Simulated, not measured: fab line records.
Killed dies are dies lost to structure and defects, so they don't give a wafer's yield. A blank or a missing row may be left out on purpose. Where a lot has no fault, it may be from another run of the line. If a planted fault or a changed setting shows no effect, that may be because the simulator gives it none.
Which of the tools did it? ; flow sfqLine ; 14 lots, 42 wafers sampled, at 3 steps of a route of 325

== WHAT THE GAUGES READ, wafer by wafer ==
The record lacks any reading of a measuring or inspecting step that a usual standard deviation could be used to judge.

== TOOL THAT RAN EACH LOT (tool first, then ch and the chambers of the sampled wafers, then the start) ==
lot;SFQ_TRILAYER_I2_VIA_LITHO_COAT_072;SFQ_TRILAYER_I2_VIA_BARC_OPEN_VIA_ETCH_096;SFQ_TRILAYER_M6_STRIP_STRIP_163
L166;lithoTrack-01 ch 0, day 20 17:26;rieDiel-03 ch 0,2, day 24 09:08;rieMetal-03 ch 0,1, day 56 15:26
L167;lithoTrack-01 ch 0, day 20 22:19;rieDiel-01 ch 2,3, day 24 11:32;rieMetal-01 ch 0, day 56 23:50
L168;lithoTrack-04 ch 0, day 21 13:53;rieDiel-01 ch 0,2,3, day 25 01:20;rieMetal-01 ch 1, day 57 07:02
L169;lithoTrack-01 ch 0, day 21 23:32;rieDiel-02 ch 1,2,3, day 25 08:32;rieMetal-02 ch 0,1, day 57 15:35
L170;lithoTrack-01 ch 0, day 23 00:56;rieDiel-03 ch 0,1, day 26 07:20;rieMetal-02 ch 0,1, day 58 03:26
L176;lithoTrack-01 ch 0, day 25 15:04;rieDiel-02 ch 1,2, day 28 17:42;rieMetal-01 ch 0,1, day 60 03:05
L177;lithoTrack-01 ch 0, day 25 21:49;rieDiel-01 ch 0,3, day 28 23:42;rieMetal-03 ch 0, day 60 06:41
L179;lithoTrack-01 ch 0, day 26 09:01;rieDiel-02 ch 1,2,3, day 29 10:18;rieMetal-03 ch 0, day 60 12:53
L182;lithoTrack-02 ch 0, day 27 19:31;rieDiel-01 ch 0,1,2, day 31 01:31;rieMetal-03 ch 0, day 61 10:14
L183;lithoTrack-02 ch 0, day 28 06:49;rieDiel-02 ch 0,1,3, day 31 08:43;rieMetal-02 ch 0,1, day 61 13:39
L185;lithoTrack-02 ch 0, day 29 09:28;rieDiel-03 ch 1,2,3, day 32 09:17;rieMetal-01 ch 1, day 62 01:39
L186;lithoTrack-02 ch 0, day 29 15:25;rieDiel-02 ch 0,1,3, day 32 15:17;rieMetal-03 ch 0, day 62 05:41
L187;lithoTrack-01 ch 0, day 29 21:25;rieDiel-01 ch 0,1, day 32 21:17;rieMetal-03 ch 0, day 62 07:50
L188;lithoTrack-04 ch 0, day 30 00:55;rieDiel-03 ch 2,3, day 33 00:53;rieMetal-01 ch 0,1, day 62 11:27
- SFQ_TRILAYER_I2_VIA_LITHO_COAT_072: resist thk 62 nm.
- SFQ_TRILAYER_I2_VIA_BARC_OPEN_VIA_ETCH_096: etches BARC in O2, target depth 125 nm, time 41.7 s.
- SFQ_TRILAYER_M6_STRIP_STRIP_163: strips in O2.

== AS READ BY THE TOOLS THEMSELVES (means over the sampled wafers that have a number; for cases with no such wafer, the mark the record gives instead) ==
SFQ_TRILAYER_I2_VIA_BARC_OPEN_VIA_ETCH_096.
lot;tool;drypumpMotorCurrentA (A);oesProductAu (a.u.)
L166;rieDiel-03;6.3;0.688
L167;rieDiel-01;6.2;0.680
L168;rieDiel-01;5.7;0.684
L169;rieDiel-02;6.0;0.684
L170;rieDiel-03;6.3;0.688
L176;rieDiel-02;5.7;0.684
L177;rieDiel-01;5.6;0.704
L179;rieDiel-02;6.0;0.702
L182;rieDiel-01;5.7;0.686
L183;rieDiel-02;6.0;0.687
L185;rieDiel-03;5.8;0.679
L186;rieDiel-02;6.0;0.685
L187;rieDiel-01;5.3;0.684
L188;rieDiel-03;5.8;0.683

SFQ_TRILAYER_M6_STRIP_STRIP_163.
lot;tool;drypumpMotorCurrentA (A);oesProductAu (a.u.)
L166;rieMetal-03;6.37;1.002
L167;rieMetal-01;6.20;0.989
L168;rieMetal-01;6.34;0.997
L169;rieMetal-02;5.63;1.005
L170;rieMetal-02;5.69;1.002
L176;rieMetal-01;6.29;1.007
L177;rieMetal-03;5.92;0.999
L179;rieMetal-03;5.90;1.003
L182;rieMetal-03;5.90;0.991
L183;rieMetal-02;5.63;1.006
L185;rieMetal-01;6.37;1.012
L186;rieMetal-03;5.94;0.990
L187;rieMetal-03;5.91;0.994
L188;rieMetal-01;6.26;0.993

== THE ANSWER, worked out from the rows above alone ==
Rule: what is usual is taken from the lots themselves. Put in order of their means at a reading, lots are off if they are a third of the lots or fewer, leave a main group of 4 or more, and stand apart from it by a gap of 3 or more times the standard deviation of the main group's means; of several such gaps the widest counts. The tables above print the reading to a certain number of digits; a main group whose means all agree to those digits is not used. Also off: a lot with no number at a reading for which 4 or more lots have one. All remaining lots with rows at the step are treated as sound. After the gauges, taken in route order, come the tools' own readings; for these a lot's mean is taken, as printed above. At the first step where some lot is off, the reading lying furthest off is the one used; lots without a number count as furthest.
Off: L177, L179, at SFQ_TRILAYER_I2_VIA_BARC_OPEN_VIA_ETCH_096 (oesProductAu). The main group: mean 0.684 a.u., standard deviation 0.0027.
A tool fits if, at that step or a process step before it, it ran every lot that is off, and no sound lot after the first of them. Of those tried, none fits.

== WHAT THE SIMULATOR PUT IN ==
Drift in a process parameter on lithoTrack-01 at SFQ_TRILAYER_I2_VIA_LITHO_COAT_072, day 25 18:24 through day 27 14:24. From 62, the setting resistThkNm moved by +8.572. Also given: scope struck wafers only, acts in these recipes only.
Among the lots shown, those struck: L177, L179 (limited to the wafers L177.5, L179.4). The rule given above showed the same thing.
